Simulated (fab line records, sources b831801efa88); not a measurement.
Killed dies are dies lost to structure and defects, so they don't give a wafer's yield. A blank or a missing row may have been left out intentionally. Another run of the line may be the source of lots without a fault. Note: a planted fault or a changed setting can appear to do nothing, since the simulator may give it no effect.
What tool caused it? :: flow sky130 :: Sampling: 12 lots, 36 wafers, 3 of 708 route steps

== WHAT THE GAUGES SHOWED, per wafer ==
SKY_SD_N_RS_MEAS_18: the measuring method here is four-point-probe.
lot: L451
measured: day 28 09:24
on: film-metro-01
RES_XHIGH_RS (ohm/sq): 335.2 334.6 335.9

lot: L452
measured: day 28 18:50
on: film-metro-02
RES_XHIGH_RS (ohm/sq): 333.8 334.1 334.4

lot: L453
measured: day 29 04:46
on: film-metro-01
RES_XHIGH_RS (ohm/sq): 334.0 333.8 334.4

lot: L458
measured: day 31 05:23
on: film-metro-02
RES_XHIGH_RS (ohm/sq): 331.4 331.5 331.8

lot: L459
measured: day 31 11:27
on: film-metro-03
RES_XHIGH_RS (ohm/sq): 333.5 333.9 334.4

lot: L460
measured: day 31 15:20
on: film-metro-01
RES_XHIGH_RS (ohm/sq): 334.5 335.8 334.9

lot: L461
measured: day 32 03:25
on: film-metro-01
RES_XHIGH_RS (ohm/sq): 335.2 336.4 335.8

lot: L464
measured: day 33 05:01
on: film-metro-03
RES_XHIGH_RS (ohm/sq): 332.8 333.3 333.8

lot: L467
measured: day 33 18:57
on: film-metro-02
RES_XHIGH_RS (ohm/sq): 333.0 333.0 333.2

lot: L468
measured: day 34 18:32
on: film-metro-02
RES_XHIGH_RS (ohm/sq): 334.4 334.9 335.2

lot: L469
measured: day 34 15:19
on: film-metro-03
RES_XHIGH_RS (ohm/sq): 334.7 333.6 334.8

lot: L472
measured: day 35 07:52
on: film-metro-02
RES_XHIGH_RS (ohm/sq): 332.7 332.1 333.0

== WHICH TOOL RAN EACH LOT (tool, then ch and the chambers of the sampled wafers, then the start) ==
lot: L451
SKY_DNWELL_STRIP_08: plasma-asher-04 ch 0,1, day 3 12:41
SKY_VT_ADJUST_LVTN_IMPLANT_19: implanter-02 ch 0, day 8 03:50

lot: L452
SKY_DNWELL_STRIP_08: plasma-asher-01 ch 0,1, day 3 20:43
SKY_VT_ADJUST_LVTN_IMPLANT_19: implanter-04 ch 0, day 8 13:15

lot: L453
SKY_DNWELL_STRIP_08: plasma-asher-04 ch 0,1, day 4 02:26
SKY_VT_ADJUST_LVTN_IMPLANT_19: implanter-04 ch 0, day 8 19:48

lot: L458
SKY_DNWELL_STRIP_08: plasma-asher-01 ch 0,1, day 5 05:59
SKY_VT_ADJUST_LVTN_IMPLANT_19: implanter-02 ch 0, day 10 08:39

lot: L459
SKY_DNWELL_STRIP_08: plasma-asher-01 ch 0,1, day 5 09:34
SKY_VT_ADJUST_LVTN_IMPLANT_19: implanter-01 ch 0, day 10 10:37

lot: L460
SKY_DNWELL_STRIP_08: plasma-asher-01 ch 0,1, day 5 12:07
SKY_VT_ADJUST_LVTN_IMPLANT_19: implanter-04 ch 0, day 10 16:28

lot: L461
SKY_DNWELL_STRIP_08: plasma-asher-02 ch 0,1, day 5 21:53
SKY_VT_ADJUST_LVTN_IMPLANT_19: implanter-01 ch 0, day 11 04:33

lot: L464
SKY_DNWELL_STRIP_08: plasma-asher-04 ch 0,1, day 6 14:59
SKY_VT_ADJUST_LVTN_IMPLANT_19: implanter-04 ch 0, day 12 00:53

lot: L467
SKY_DNWELL_STRIP_08: plasma-asher-04 ch 0,1, day 7 03:05
SKY_VT_ADJUST_LVTN_IMPLANT_19: implanter-01 ch 0, day 12 15:41

lot: L468
SKY_DNWELL_STRIP_08: plasma-asher-02 ch 0,1, day 7 09:05
SKY_VT_ADJUST_LVTN_IMPLANT_19: implanter-01 ch 0, day 12 23:08

lot: L469
SKY_DNWELL_STRIP_08: plasma-asher-01 ch 0,1, day 7 15:34
SKY_VT_ADJUST_LVTN_IMPLANT_19: implanter-01 ch 0, day 13 07:35

lot: L472
SKY_DNWELL_STRIP_08: plasma-asher-01 ch 0,1, day 8 10:08
SKY_VT_ADJUST_LVTN_IMPLANT_19: implanter-04 ch 0, day 14 08:12
- SKY_DNWELL_STRIP_08: strips in O2/N2.
- SKY_VT_ADJUST_LVTN_IMPLANT_19

== AS READ BY THE TOOLS THEMSELVES (means over the sampled wafers that have a number; for cases with no such wafer, the mark the record gives instead) ==
SKY_DNWELL_STRIP_08.
lot: L451
tool: plasma-asher-04
drypump-motor-current-A (A): 6.0
oes-product-au (a.u.): 0.728
strip-time-to-endpoint-s (s): 36.95

lot: L452
tool: plasma-asher-01
drypump-motor-current-A (A): 5.3
oes-product-au (a.u.): 0.721
strip-time-to-endpoint-s (s): 36.78

lot: L453
tool: plasma-asher-04
drypump-motor-current-A (A): 6.1
oes-product-au (a.u.): 0.726
strip-time-to-endpoint-s (s): 36.89

lot: L458
tool: plasma-asher-01
drypump-motor-current-A (A): 5.6
oes-product-au (a.u.): 0.723
strip-time-to-endpoint-s (s): 36.85

lot: L459
tool: plasma-asher-01
drypump-motor-current-A (A): 5.6
oes-product-au (a.u.): 0.727
strip-time-to-endpoint-s (s): 36.97

lot: L460
tool: plasma-asher-01
drypump-motor-current-A (A): 5.6
oes-product-au (a.u.): 0.723
strip-time-to-endpoint-s (s): 36.86

lot: L461
tool: plasma-asher-02
drypump-motor-current-A (A): 5.7
oes-product-au (a.u.): 0.723
strip-time-to-endpoint-s (s): 36.89

lot: L464
tool: plasma-asher-04
drypump-motor-current-A (A): 6.1
oes-product-au (a.u.): 0.723
strip-time-to-endpoint-s (s): 36.95

lot: L467
tool: plasma-asher-04
drypump-motor-current-A (A): 6.0
oes-product-au (a.u.): 0.721
strip-time-to-endpoint-s (s): 36.88

lot: L468
tool: plasma-asher-02
drypump-motor-current-A (A): 5.7
oes-product-au (a.u.): 0.724
strip-time-to-endpoint-s (s): 36.76

lot: L469
tool: plasma-asher-01
drypump-motor-current-A (A): 5.6
oes-product-au (a.u.): 0.725
strip-time-to-endpoint-s (s): 36.85

lot: L472
tool: plasma-asher-01
drypump-motor-current-A (A): 5.6
oes-product-au (a.u.): 0.723
strip-time-to-endpoint-s (s): 36.83

SKY_VT_ADJUST_LVTN_IMPLANT_19.
lot: L451
tool: implanter-02
beam-energy-keV: 29.996

lot: L452
tool: implanter-04
beam-energy-keV: 30.001

lot: L453
tool: implanter-04
beam-energy-keV: 30.004

lot: L458
tool: implanter-02
beam-energy-keV: 30.003

lot: L459
tool: implanter-01
beam-energy-keV: 29.997

lot: L460
tool: implanter-04
beam-energy-keV: 28.570

lot: L461
tool: implanter-01
beam-energy-keV: 30.009

lot: L464
tool: implanter-04
beam-energy-keV: 28.560

lot: L467
tool: implanter-01
beam-energy-keV: 30.001

lot: L468
tool: implanter-01
beam-energy-keV: 30.003

lot: L469
tool: implanter-01
beam-energy-keV: 29.994

lot: L472
tool: implanter-04
beam-energy-keV: 29.997

== THE ANSWER, worked out from the rows above alone ==
Rule: the usual values come from the lots themselves. The widest of any qualifying gaps counts: lots, ordered by their means at a reading, are off when they make up no more than a third of the lots, leave a main group of 4 or more, and stand apart from it by 3 or more times the standard deviation of that group's means. The tables above print the reading to a certain number of digits; a main group whose means all agree to those digits is not used. Also off: a lot with no number at a reading for which 4 or more lots have one. Any other lot the step has rows for is counted as sound. Order of review: gauges by route order, followed by the tools' own readings, for which a lot's mean as printed above is used. The first step at which some lot is off is used, and at that step the reading that is off furthest; a lot without a number counts as furthest.
Off, at SKY_VT_ADJUST_LVTN_IMPLANT_19 on beam-energy-keV: L460, L464. Main group: mean 30.000, sd 0.0043.
If a tool, at that step or one of the process steps before it, ran each lot that is off and ran no sound lot following the first of them, it fits. Not one of the candidates tried fits.

== WHAT WAS PUT IN BY THE SIMULATOR ==
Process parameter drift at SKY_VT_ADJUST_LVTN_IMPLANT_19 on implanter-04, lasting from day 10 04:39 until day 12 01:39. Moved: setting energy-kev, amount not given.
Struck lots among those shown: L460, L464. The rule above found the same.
